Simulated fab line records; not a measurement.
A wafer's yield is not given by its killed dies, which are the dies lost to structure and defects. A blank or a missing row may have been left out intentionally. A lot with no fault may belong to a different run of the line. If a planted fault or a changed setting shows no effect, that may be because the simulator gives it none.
A lot that was struck, set against a sound lot	flow sky130	15 out of 708 route steps
Sound: the wafers L472.1, L472.4, L472.5. The struck wafers were L478.1, L478.2, L478.5. The cause comes at the end.
Each step with rows lists, per side, the tool, then ch with its chambers, then its first start. Under that, the readings that differ: sound wafers	struck wafers	difference of the means	sigmas: that difference in standard deviations of wafers without a fault.
alike: words and numbers the same on both sides, and readings whose means are apart by under 2 such deviations; not compared: readings that were withheld, readings missing a value for some wafer, numbers with overlapping values and no deviation given by the record, and bounds like >300 which may hide the same value.
The two part at a step that has a row with sigmas, a row that says differs or no value, or rows on one side only. When numbers do not overlap yet have no deviation, they are printed without sigmas and do not part them. A reading missing from all wafers of one side parts the sides only when that side holds two or more wafers.

SKY_CONTACT_OVL_MEAS_15:
  sound on overlay-01 at day 32 01:05; struck on overlay-02 at day 34 15:48
  alike: CONTACT_OVL
SKY_CONTACT_ETCH_16: etches BARC in N2/H2, stops on SiO2, time 45.9 s, target depth 60 nm.
  sound on rieDiel-04 ch 2,3, day 32 01:07; struck on rieDiel-02 ch 0,1,3, day 34 15:50
  alike: drypumpMotorCurrentA, h2FlowSccm, oesProductAu, rfFwdPowerW, throttleValvePct
  not compared: rfHoursCounterH
SKY_CONTACT_ETCH_17: etches SiO2 in C4F8/O2/Ar, stops on Si3N4, target depth 340 nm.
  sound on rieDiel-04 ch 2,3, day 32 01:09; struck on rieDiel-02 ch 0,1,3, day 34 15:53
  alike: oesProductAu, rfFwdPowerW
then, 1 step without rows for these wafers: SKY_CONTACT_ETCH_18 (etches Si3N4 in CHF3/O2, stops on TiN, time 39 s, target depth 75 nm).
SKY_CONTACT_STRIP_19: strips in O2/N2.
  sound on plasmaAsher-02 ch 0,1, day 32 01:14; struck on plasmaAsher-02 ch 0,1, day 34 15:58
  alike: drypumpMotorCurrentA, oesProductAu, stripTimeToEndpointS
  not compared: rfHoursCounterH
then, 3 steps without rows for these wafers: SKY_CONTACT_STRIP_20 (strips in post etch residue remover, time 1200 s); SKY_CONTACT_CLEAN_21 (cleans in IPA, time 180 s); SKY_CONTACT_CLEAN_22 (cleans in O3/DIW).
SKY_CONTACT_SPUTTER_23: material TiN, target thk 20 nm, time 80 s.
  sound on pvdSputter-02 at day 32 01:53; struck on pvdSputter-02 at day 34 16:37
  alike: throttleValvePct
then, 1 step without rows for these wafers: SKY_CONTACT_CVD_24 (deposits W, target thk 340 nm, time 102.12 s).
SKY_CONTACT_RS_MEAS_25: measurement is done with a four-point probe.
  sound on filmMetro-01 at day 32 02:03; struck on filmMetro-04 at day 34 16:47
  alike: CONTACT_W_RS
SKY_CONTACT_THK_MEAS_26: measures by xrf.
  sound on filmMetro-01 at day 32 02:10; struck on filmMetro-04 at day 34 16:55
  alike: CONTACT_W_THK
SKY_CONTACT_CMP_27: polishes, stops on SiO2, t overpolish 15 s, target thk 0 nm.
  sound on cmp-01 ch 1,2,3, day 32 02:14; struck on cmp-02 ch 0,3, day 34 16:58
reading	sound	struck	difference	sigmas
overpolishRunS (s)	14.983 14.991 14.995	22.305 22.314 22.311	+7.320	+99 or more
tOverpolishS (s)	15 15 15	22.31 22.31 22.31	+7.31	
  alike: edgeZonePressureFrac, headPressurePsi, motorCurrentA, timeToEndpointS
SKY_METAL1_SPUTTER_00: material Ti, target thk 15 nm, time 10 s.
  sound on pvdSputter-01 at day 32 02:32; struck on pvdSputter-04 at day 34 17:16
  alike: throttleValvePct
SKY_PAD_OPEN_PROBE_99:
  rows exist in the record for the sound wafers here (prober-01, day 46 02:47), none for the struck ones

== WHERE THEY PART ==
First at SKY_CONTACT_CMP_27; last, within this record, at SKY_PAD_OPEN_PROBE_99.

WHY: whatever the simulator had introduced
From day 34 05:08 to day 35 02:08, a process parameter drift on cmp-02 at SKY_CONTACT_CMP_27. Setting tOverpolishS, moved by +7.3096, from 15. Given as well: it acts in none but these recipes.
